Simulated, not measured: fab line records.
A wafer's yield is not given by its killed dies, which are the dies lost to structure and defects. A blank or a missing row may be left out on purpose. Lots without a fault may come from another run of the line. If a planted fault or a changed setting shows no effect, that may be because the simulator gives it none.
fab line records	flow sky130
record lots=6	wafers=18	last-day=50
route steps=708 shown METAL4@599 CAP2M@603 PAD_OPEN@708
lots that met no fault: taken from a fault-free run of the same line
start-h: start of the lot's first displayed wafer, in hours after the record's first day	wait-h: hours since the lot's step before	" identical to the entry in the row above	L1.1+2: several wafers, shown together as one row	- no value present, or no start provided	* or withheld: withheld	< > ~ a bound
route shown NAME@n: NAME is a module with steps in the file, n the number in the route of the first one	usual: average and standard deviation across the fault-free wafers	same: alike in all rows	chamber/n: place in a boat	sites: the reading at each site	_std_site: standard deviation across them	_edge_site: mean of outer sites minus mean of inner sites	radius-mm: for every site, how far away it sits from the centre of the wafer	mask NAME#n: copy n	behind: the tool/chamber that last shaped the wafer	hold: what put the lot on hold/how long, in hours/how the hold closed	device: transistor that didn't switch, given as n, p or np	end of line: at the end of the route, the tests of the same wafers	a step given without rows: its recipe and nothing more	killed: the dies lost at the first sort to structure and to defects; this is not the yield of the wafer	map: the dies of a wafer, with x for killed, . for not killed, _ for no die there
set.NAME: the setting as run; set.NAME@STEP: as run at that earlier step	model.NAME: the simulator's own value behind a step, which no gauge read
a table for each step, a row for each wafer; lots at some steps of the route
services: a tool's chamber out of use, with start hour (start-h, from the record's first day; less than 0 if before it), hours out, and reason
## steps
# step SKY_METAL4_SPUTTER_01
# recipe material=TiN	target-thk-nm=20	power-w=6500	time-s=16.7	chamber-pressure-pa=0.4
# usual throttle-valve-pct=29.7/1.1
lot.wafer	tool	chamber	start-h	wait-h	throttle-valve-pct
L906.2	pvd-sputter-01	-	936.42	0.0	29.6
L906.3	"	-	"	"	27.9
L906.4	"	-	"	"	29.5
L915.3	pvd-sputter-02	-	1003.06	0.0	29.7
L915.5	"	-	"	"	29.4
L915.6	"	-	"	"	32.0
L917.2	pvd-sputter-03	-	1030.48	0.0	29.4
L917.4	"	-	"	"	31.3
L917.5	"	-	"	"	29.5
L920.1	pvd-sputter-02	-	1044.08	0.0	29.4
L920.3	"	-	"	"	28.6
L920.4	"	-	"	"	32.0
L924.3	pvd-sputter-01	-	1059.16	0.0	28.1
L924.4	"	-	"	"	29.3
L924.5	"	-	"	"	28.1
L928.2	pvd-sputter-03	-	1081.19	0.0	29.1
L928.3	"	-	"	"	29.5
L928.5	"	-	"	"	29.4
# step SKY_METAL4_SPUTTER_02
# recipe material=AlCu	target-thk-nm=735	power-w=10600	time-s=39.1	chamber-pressure-pa=0.4
# step SKY_METAL4_SPUTTER_03
# recipe material=Ti	target-thk-nm=5	power-w=3000	time-s=3.3	chamber-pressure-pa=0.4
# usual throttle-valve-pct=29.7/1.1
lot.wafer	tool	chamber	start-h	wait-h	throttle-valve-pct
L906.2	pvd-sputter-01	-	936.48	0.0	29.5
L906.3	"	-	"	"	27.9
L906.4	"	-	"	"	29.4
L915.3	pvd-sputter-02	-	1003.12	0.0	29.6
L915.5	"	-	"	"	29.3
L915.6	"	-	"	"	32.0
L917.2	pvd-sputter-03	-	1030.55	0.0	29.3
L917.4	"	-	"	"	31.4
L917.5	"	-	"	"	29.2
L920.1	pvd-sputter-02	-	1044.15	0.0	29.4
L920.3	"	-	"	"	28.7
L920.4	"	-	"	"	31.9
L924.3	pvd-sputter-01	-	1059.22	0.0	28.0
L924.4	"	-	"	"	29.4
L924.5	"	-	"	"	28.1
L928.2	pvd-sputter-03	-	1081.25	0.0	29.4
L928.3	"	-	"	"	29.6
L928.5	"	-	"	"	29.0
# step SKY_METAL4_SPUTTER_04
# recipe material=TiN	target-thk-nm=70	power-w=6500	time-s=58.3	chamber-pressure-pa=0.4
# step SKY_CAP2M_CVD_00
# recipe material=SiO2	target-thk-nm=15.5	temp-c=400	time-s=withheld	rf-w=450
# usual heater-power-w=749/120
lot.wafer	tool	chamber	start-h	wait-h	heater-power-w
L906.2	pecvd-01	2	936.55	0.0	625
L906.3	"	1	"	"	728
L906.4	"	2	"	"	619
L915.3	pecvd-04	0	1003.20	0.0	602
L915.5	"	0	"	"	612
L915.6	"	1	"	"	617
L917.2	pecvd-01	0	1030.62	0.0	879
L917.4	"	0	"	"	886
L917.5	"	1	"	"	642
L920.1	pecvd-04	1	1044.21	0.0	716
L920.3	"	0	"	"	525
L920.4	"	1	"	"	720
L924.3	pecvd-03	1	1059.29	0.0	821
L924.4	"	0	"	"	765
L924.5	"	1	"	"	852
L928.2	pecvd-03	1	1081.32	0.0	906
L928.3	"	2	"	"	905
L928.5	"	1	"	"	888
# step SKY_CAP2M_THK_MEAS_01
# recipe reads=SiO2_of_CAP2M_CVD_00
# usual CAP2M_CVD_00_THK=15.39/0.23
lot.wafer	tool	chamber	start-h	wait-h	CAP2M_CVD_00_THK[nm]
L906.2	film-metro-03	-	936.58	-	14.95
L906.3	"	-	"	"	14.94
L906.4	"	-	"	"	15.05
L915.3	film-metro-02	-	1003.24	-	15.69
L915.5	"	-	"	"	15.63
L915.6	"	-	"	"	15.68
L917.2	film-metro-04	-	1030.65	-	15.76
L917.4	"	-	"	"	15.95
L917.5	"	-	"	"	15.69
L920.1	film-metro-03	-	1044.24	-	15.02
L920.3	"	-	"	"	15.13
L920.4	"	-	"	"	15.39
L924.3	film-metro-03	-	1059.33	-	15.50
L924.4	"	-	"	"	15.66
L924.5	"	-	"	"	15.54
L928.2	film-metro-03	-	1081.35	-	15.54
L928.3	"	-	"	"	15.43
L928.5	"	-	"	"	15.78
# step SKY_CAP2M_SPUTTER_02
# recipe material=TiN	target-thk-nm=200	temp-c=300	power-w=6500	time-s=166.7	chamber-pressure-pa=0.4
# usual throttle-valve-pct=29.4/1.1
lot.wafer	tool	chamber	start-h	wait-h	throttle-valve-pct
L906.2	pvd-sputter-04	-	936.63	0.0	29.8
L906.3	"	-	"	"	28.6
L906.4	"	-	"	"	31.0
L915.3	pvd-sputter-04	-	1003.28	0.0	27.8
L915.5	"	-	"	"	30.8
L915.6	"	-	"	"	27.6
L917.2	pvd-sputter-04	-	1030.70	0.0	29.0
L917.4	"	-	"	"	27.5
L917.5	"	-	"	"	29.7
L920.1	pvd-sputter-01	-	1044.30	0.1	27.8
L920.3	"	-	"	"	29.4
L920.4	"	-	"	"	29.7
L924.3	pvd-sputter-03	-	1059.37	0.0	30.0
L924.4	"	-	"	"	30.6
L924.5	"	-	"	"	29.2
L928.2	pvd-sputter-04	-	1081.40	0.0	29.7
L928.3	"	-	"	"	28.6
L928.5	"	-	"	"	28.9
# step SKY_CAP2M_RS_MEAS_03
# recipe thk-meas-gauge=four-point-probe	reads=TiN_of_CAP2M_SPUTTER_02
# usual CAP2M_TIN_RS=6.94/0.079
lot.wafer	tool	chamber	start-h	wait-h	CAP2M_TIN_RS[ohm/sq]
L906.2	film-metro-02	-	936.76	0.1	6.91
L906.3	"	-	"	"	6.88
L906.4	"	-	"	"	6.85
L915.3	film-metro-03	-	1003.43	0.1	6.92
L915.5	"	-	"	"	6.86
L915.6	"	-	"	"	6.88
L917.2	film-metro-03	-	1030.83	0.1	6.91
L917.4	"	-	"	"	6.86
L917.5	"	-	"	"	6.92
L920.1	film-metro-04	-	1044.40	0.1	7.13
L920.3	"	-	"	"	6.98
L920.4	"	-	"	"	7.00
L924.3	film-metro-02	-	1059.52	0.1	6.93
L924.4	"	-	"	"	6.96
L924.5	"	-	"	"	6.90
L928.2	film-metro-02	-	1081.53	0.1	7.03
L928.3	"	-	"	"	7.03
L928.5	"	-	"	"	6.96
# step SKY_CAP2M_THK_MEAS_04
# recipe thk-meas-gauge=xrf	reads=TiN_of_CAP2M_SPUTTER_02
# usual CAP2M_TIN_THK=200.3/2.3
lot.wafer	tool	chamber	start-h	wait-h	CAP2M_TIN_THK[nm]
L906.2	film-metro-02	-	936.87	0.1	202.4
L906.3	"	-	"	"	203.4
L906.4	"	-	"	"	204.0
L915.3	film-metro-03	-	1003.53	0.1	201.3
L915.5	"	-	"	"	203.3
L915.6	"	-	"	"	202.4
L917.2	film-metro-03	-	1030.94	0.1	202.6
L917.4	"	-	"	"	202.4
L917.5	"	-	"	"	202.4
L920.1	film-metro-04	-	1044.52	0.1	193.9
L920.3	"	-	"	"	198.0
L920.4	"	-	"	"	197.2
L924.3	film-metro-02	-	1059.62	0.1	200.6
L924.4	"	-	"	"	199.4
L924.5	"	-	"	"	200.8
L928.2	film-metro-02	-	1081.64	0.1	196.6
L928.3	"	-	"	"	196.8
L928.5	"	-	"	"	198.6
# step SKY_CAP2M_DEHYDRATE_05
# recipe temp-c=200	time-s=60
# step SKY_CAP2M_HMDS_06
# recipe prime-time-s=60	prime-temp-c=120
# step SKY_CAP2M_COAT_07
# recipe resist=NOVOLAK	spin-rpm=3000	resist-thk-nm=1140
# step SKY_CAP2M_SOFTBAKE_08
# recipe temp-c=90	time-s=60	resist=NOVOLAK
# usual exhaust-pa=44.9/0.9	heater-power-total-W=56.60/0.042	plate-temp-C=90.03/0.13
lot.wafer	tool	chamber	start-h	wait-h	exhaust-pa	heater-power-total-W	plate-temp-C
L906.2	litho-track-03	0	948.85	0.1	43.4	56.55	89.93
L906.3	"	0	"	"	43.5	56.63	89.97
L906.4	"	0	"	"	44.1	56.64	90.05
L915.3	litho-track-02	0	1014.84	0.1	44.4	56.65	90.19
L915.5	"	0	"	"	44.2	56.67	90.14
L915.6	"	0	"	"	44.9	56.59	89.96
L917.2	litho-track-02	0	1041.82	0.1	44.8	54.11	87.15
L917.4	"	0	"	"	45.2	54.24	87.24
L917.5	"	0	"	"	44.1	54.08	87.45
L920.1	litho-track-02	0	1055.44	0.1	45.8	54.24	87.17
L920.3	"	0	"	"	44.8	54.21	87.29
L920.4	"	0	"	"	46.3	54.13	87.57
L924.3	litho-track-01	0	1070.35	0.1	44.1	56.63	90.17
L924.4	"	0	"	"	45.6	56.64	89.89
L924.5	"	0	"	"	45.3	56.64	89.98
L928.2	litho-track-03	0	1091.30	0.1	44.1	56.56	89.88
L928.3	"	0	"	"	44.6	56.58	89.78
L928.5	"	0	"	"	44.7	56.66	89.94
# step SKY_CAP2M_EXPOSE_09
# recipe mask-id=CAP2M	na=0.6	source-shape=conventional	sigma-outer=0.6	polarization=unpolarized	target-cd-nm=1000	dose-mj=161.1
# step SKY_CAP2M_PEB_10
# recipe temp-c=withheld	time-s=*	resist=NOVOLAK
# step SKY_CAP2M_DEVELOP_11
# recipe resist=NOVOLAK	developer=TMAH	develop-time-s=60	dev-temp-c=23
# usual exhaust-pa=45.4/0.82
lot.wafer	tool	chamber	start-h	wait-h	exhaust-pa	model.NOVOLAK_of_CAP2M_COAT_07.thk-nm
L906.2	litho-track-01	0	960.92	0.1	45.1	1140
L906.3	"	0	"	"	46.2	1141
L906.4	"	0	"	"	45.7	1145
L915.3	litho-track-01	0	1025.95	0.1	44.8	1143
L915.5	"	0	"	"	45.3	1142
L915.6	"	0	"	"	45.6	1147
L917.2	litho-track-02	0	1053.37	0.1	45.4	1150
L917.4	"	0	"	"	44.3	1149
L917.5	"	0	"	"	44.6	1152
L920.1	litho-track-01	0	1065.25	0.1	44.6	1145
L920.3	"	0	"	"	45.1	1145
L920.4	"	0	"	"	43.7	1148
L924.3	litho-track-03	0	1080.68	0.1	45.5	1137
L924.4	"	0	"	"	44.2	1141
L924.5	"	0	"	"	45.0	1136
L928.2	litho-track-01	0	1101.67	0.1	43.6	1141
L928.3	"	0	"	"	43.2	1139
L928.5	"	0	"	"	44.4	1136
# step SKY_CAP2M_OVL_MEAS_12
# usual CAP2M_OVL=-0.4/1.4
lot.wafer	tool	chamber	start-h	wait-h	CAP2M_OVL[nm]
L906.2	overlay-01	-	961.05	0.1	-3.1
L906.3	"	-	"	"	-2.2
L906.4	"	-	"	"	-1.1
L915.3	overlay-02	-	1026.06	0.1	0.5
L915.5	"	-	"	"	0.0
L915.6	"	-	"	"	0.8
L917.2	overlay-01	-	1053.50	0.1	-1.9
L917.4	"	-	"	"	-1.5
L917.5	"	-	"	"	-2.7
L920.1	overlay-01	-	1065.40	0.1	-4.6
L920.3	"	-	"	"	-3.4
L920.4	"	-	"	"	-3.0
L924.3	overlay-01	-	1080.79	0.1	-2.7
L924.4	"	-	"	"	-1.9
L924.5	"	-	"	"	-3.1
L928.2	overlay-01	-	1101.80	0.1	-1.2
L928.3	"	-	"	"	-0.8
L928.5	"	-	"	"	-0.1
# step SKY_CAP2M_METAL_ETCH_13
# recipe target-depth-nm=220	stop-on=SiO2	chemistry=Cl2/BCl3	target=TiN	pressure-mtorr=10	icp-w=900	bias-w=48.5	Cl2_flow_sccm=60	bcl3-flow-sccm=30	time-s=62.9
# usual drypump-motor-current-A=5.7/0.47	he-backside-leak-sccm=3.40/0.17	oes-product-au=0.939/0.0077	throttle-valve-pct=21.901/0.0093
lot.wafer	tool	chamber	start-h	wait-h	drypump-motor-current-A	he-backside-leak-sccm	oes-product-au	rf-hours-counter-h	throttle-valve-pct	model.NOVOLAK_of_CAP2M_COAT_07.thk-nm
L906.2	rie-metal-03	0	961.08	0.0	4.9	3.43	0.944	12	21.892	992.1
L906.3	"	0	"	"	4.9	3.38	0.951	-	21.891	993.9
L906.4	"	1	"	"	5.9	3.30	0.939	-	21.912	997
L915.3	rie-metal-03	1	1026.11	0.0	5.8	3.50	0.940	-	21.891	995.1
L915.5	"	0	"	"	4.9	3.39	0.943	-	21.889	994.6
L915.6	"	1	"	"	5.9	3.49	0.946	-	21.900	999.2
L917.2	rie-metal-03	0	1053.53	0.0	4.8	3.22	0.944	18	21.908	1002
L917.4	"	1	"	"	5.9	3.23	0.945	-	21.905	1001
L917.5	"	0	"	"	4.9	3.30	0.938	-	21.909	1003
L920.1	rie-metal-03	0	1065.43	0.0	4.9	3.35	0.920	18	21.916	995.2
L920.3	"	0	"	"	4.8	3.37	0.942	-	21.900	995.8
L920.4	"	1	"	"	5.8	3.14	0.931	-	21.899	999.4
L924.3	rie-metal-04	0	1080.84	0.0	6.0	3.72	0.943	-	21.903	984.7
L924.4	"	1	"	"	5.6	3.57	0.938	-	21.915	990.5
L924.5	"	0	"	"	6.0	3.59	0.934	-	21.887	983.9
L928.2	rie-metal-04	0	1101.86	0.0	5.9	3.63	0.932	-	21.922	990.2
L928.3	"	0	"	"	6.0	3.76	0.926	-	21.913	989.1
L928.5	"	0	"	"	5.9	3.67	0.936	-	21.903	985.7
# step SKY_CAP2M_STRIP_14
# recipe chemistry=O2/N2	power-w=1400	pressure-mtorr=1500	platen-temp-c=withheld	o2-flow-sccm=3000	n2-flow-sccm=300	overash-fraction=0.5
# usual drypump-motor-current-A=5.58/0.18	oes-product-au=0.710/0.0046	strip-time-to-endpoint-s=12.63/0.042
lot.wafer	tool	chamber	start-h	wait-h	drypump-motor-current-A	oes-product-au	rf-hours-counter-h	strip-time-to-endpoint-s
L906.2	plasma-asher-01	1	961.16	0.1	5.48	0.704	85	12.63
L906.3	"	1	"	"	5.47	0.707	-	12.67
L906.4	"	0	"	"	5.45	0.713	-	12.68
L915.3	plasma-asher-02	0	1026.19	0.1	5.63	0.707	-	12.68
L915.5	"	1	"	"	5.49	0.712	-	12.66
L915.6	"	0	"	"	5.59	0.711	-	12.73
L917.2	plasma-asher-01	0	1053.60	0.1	5.44	0.708	95	12.74
L917.4	"	0	"	"	5.44	0.701	-	12.72
L917.5	"	1	"	"	5.47	0.709	-	12.77
L920.1	plasma-asher-02	1	1065.51	0.1	5.48	0.711	33	12.67
L920.3	"	0	"	"	5.59	0.707	-	12.68
L920.4	"	1	"	"	5.47	0.710	-	12.73
L924.3	plasma-asher-01	0	1080.93	0.1	5.44	0.719	-	12.54
L924.4	"	1	"	"	5.47	0.708	-	12.63
L924.5	"	0	"	"	5.43	0.707	-	12.54
L928.2	plasma-asher-02	1	1101.99	0.1	5.51	0.707	37	12.62
L928.3	"	1	"	"	5.51	0.705	-	12.60
L928.5	"	1	"	"	5.49	0.712	-	12.57
# step SKY_PAD_OPEN_PROBE_99
# usual defect-limited-yield=82.9/1.7	killed_at_M0_to_M3=42/6.7	killed_at_M4_up=3.4/2	killed-at-contacts=24/5.1	killed-at-front-end=14/4.2	killed-at-other=0.2/0.49	killed-dies=84/8.4	killed-open=46/7	killed-short=39/5.8	sort_bin_3_pad_short=0.8/0.42	sort_bin_5_function=10.2/1.3	sort_bin_6_memory=6.1/1	sort-n-pass=408/8.4	sort-yield-pct=82.9/1.7
# same gross-dies=492	killed-at-back-side=0	sort_bin_4_leakage[%]=0	sort_bin_8_speed[%]=0
lot.wafer	tool	chamber	start-h	wait-h	defect-limited-yield[%]	killed_at_M0_to_M3	killed_at_M4_up	killed-at-contacts	killed-at-front-end	killed-at-other	killed-dies	killed-open	killed-short	sort_bin_3_pad_short[%]	sort_bin_5_function[%]	sort_bin_6_memory[%]	sort-n-pass	sort-yield-pct[%]
L906.2	prober-01	-	1080.96	0.1	83.3	36	7	22	17	0	82	40	42	1.2	10.6	4.9	410	83.3
L906.3	prober-01	-	1081.01	0.2	83.1	42	5	26	10	0	83	42	41	1.8	9.1	5.9	409	83.1
L906.4	prober-01	-	1081.06	0.2	86.4	36	2	18	11	0	67	38	29	0.8	7.7	5.1	425	86.4
L915.3	prober-01	-	1136.76	0.2	83.7	38	5	26	11	0	80	45	35	0.6	9.8	5.9	412	83.7
L915.5	prober-01	-	1136.86	0.2	83.3	38	5	26	12	1	82	43	39	0.2	10.0	6.5	410	83.3
L915.6	prober-01	-	1136.91	0.2	84.1	31	5	28	14	0	78	43	35	1.2	9.3	5.3	414	84.1
L917.2	prober-01	-	1159.20	0.1	84.3	42	3	22	10	0	77	44	33	1.0	8.7	5.9	415	84.3
L917.4	prober-01	-	1159.30	0.2	79.9	53	4	30	12	0	99	69	30	0.8	13.8	5.5	393	79.9
L917.5	prober-01	-	1159.35	0.2	81.9	37	2	36	14	0	89	48	41	0.6	10.0	7.5	403	81.9
# killed by level:class
L906.2 CONTACT:geometric-particle:open=9 VIA3:geometric-particle:open=9 FIELD_ISO:geometric-particle:open=6 METAL4:geometric-particle:short=6 METAL1:geometric-particle:short=6 LI_CONTACT:geometric-particle:open=5 LOCAL_INTERCONNECT:geometric-particle:short=5 VIA1:geometric-particle:short=4
L906.3 CONTACT:geometric-particle:short=10 CONTACT:geometric-particle:open=9 VIA1:geometric-particle:open=9 METAL1:geometric-particle:short=7 LI_CONTACT:geometric-particle:open=4 METAL2:geometric-particle:short=4 VIA2:geometric-particle:short=4 VIA2:geometric-particle:open=4
L906.4 VIA1:geometric-particle:open=11 CONTACT:geometric-particle:open=6 METAL3:geometric-particle:short=6 LI_CONTACT:geometric-particle:open=5 VIA2:geometric-particle:open=5 FIELD_ISO:geometric-particle:short=4 VIA1:geometric-particle:short=4 CONTACT:geometric-particle:short=3
L915.3 CONTACT:geometric-particle:open=13 VIA3:geometric-particle:open=10 VIA1:geometric-particle:open=7 CONTACT:geometric-particle:short=6 VIA1:geometric-particle:short=6 LI_CONTACT:geometric-particle:open=5 FIELD_ISO:geometric-particle:open=4 FIELD_ISO:geometric-particle:short=3
L915.5 CONTACT:geometric-particle:open=9 LI_CONTACT:geometric-particle:open=8 VIA1:geometric-particle:open=8 METAL1:geometric-particle:short=6 LOCAL_INTERCONNECT:geometric-particle:short=5 VIA3:geometric-particle:open=5 METAL2:geometric-particle:short=5 METAL3:geometric-particle:short=4
L915.6 LI_CONTACT:geometric-particle:open=13 VIA1:geometric-particle:open=8 POLY_GATE:geometric-particle:short=6 CONTACT:geometric-particle:open=6 CONTACT:geometric-particle:short=5 METAL1:geometric-particle:short=4 VIA2:geometric-particle:short=4 VIA3:geometric-particle:open=4
L917.2 VIA1:geometric-particle:open=10 CONTACT:geometric-particle:open=8 LI_CONTACT:geometric-particle:open=7 VIA3:geometric-particle:open=6 VIA1:geometric-particle:short=5 VIA2:geometric-particle:open=5 VIA3:geometric-particle:short=5 POLY_CUT:geometric-particle:short=3
L917.4 VIA1:geometric-particle:open=22 CONTACT:geometric-particle:open=14 VIA3:geometric-particle:open=10 LI_CONTACT:geometric-particle:open=8 FIELD_ISO:geometric-particle:open=5 CONTACT:geometric-particle:short=4 VIA3:geometric-particle:short=4 METAL3:geometric-particle:short=4
L917.5 CONTACT:geometric-particle:open=15 VIA1:geometric-particle:open=11 LOCAL_INTERCONNECT:geometric-particle:short=8 CONTACT:geometric-particle:short=8 VIA3:geometric-particle:open=7 FIELD_ISO:geometric-particle:short=6 POLY_GATE:geometric-particle:open=4 VIA1:geometric-particle:short=4
## services
tool	chamber	start-h	hours	kind
pecvd-01	-	925.87	1.1	repair
plasma-asher-02	-	936.02	2.4	repair
pecvd-01	0	939.61	7.1	repair
pecvd-01	-	944.46	0.4	repair
pvd-sputter-01	-	952.13	3.7	repair
pecvd-01	-	964.74	1.8	repair
pvd-sputter-02	-	980.88	2.7	repair
pecvd-01	1	981.51	2.5	repair
pecvd-04	2	1002.55	6.1	repair
pvd-sputter-03	2	1008.12	-	consumable-replace:kit
pvd-sputter-03	2	1008.12	18.0	scheduled-down
pvd-sputter-03	2	1008.12	18.0	vent-cycle
plasma-asher-01	-	1009.29	1.8	repair
pecvd-03	-	1018.74	1.6	repair
pecvd-03	2	1040.49	6.4	repair
pvd-sputter-01	3	1041.17	-	consumable-replace:kit
pecvd-03	-	1041.20	0.4	repair
plasma-asher-01	-	1042.88	1.3	repair
pvd-sputter-01	-	1047.97	1.6	repair
rie-metal-04	-	1049.55	1.4	repair
pecvd-04	2	1053.90	4.3	repair
pecvd-01	-	1079.93	1.2	repair
rie-metal-04	1	1083.81	20.9	repair
pvd-sputter-01	-	1094.88	6.8	repair
## key
first-sign step=SKY_CAP2M_SOFTBAKE_08	reading=heater-power-total-W	direction=down	sigmas=57	usual=*	struck=*
effect step=SKY_CAP2M_SOFTBAKE_08	reading=plate-temp-C	direction=down	sigmas=21	usual=*	struck=*
model-effect step=SKY_CAP2M_DEVELOP_11	value=NOVOLAK_of_CAP2M_COAT_07.thk-nm	without=1140	struck=1148
model-effect step=SKY_CAP2M_METAL_ETCH_13	value=NOVOLAK_of_CAP2M_COAT_07.thk-nm	without=990.8	struck=999.3
met-at SKY_CAP2M_SOFTBAKE_08
struck-wafers L917.2,L917.4,L917.5,L920.1,L920.3,L920.4
onset-between 1014.84 1041.82
fault kind=process-parameter-drift	tool=litho-track-02	chamber=-	onset-h=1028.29	steps=SKY_CAP2M_SOFTBAKE_08	channel=temp-c	offset=*	shape=step	end-h=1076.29	acts-in=*	stated=*
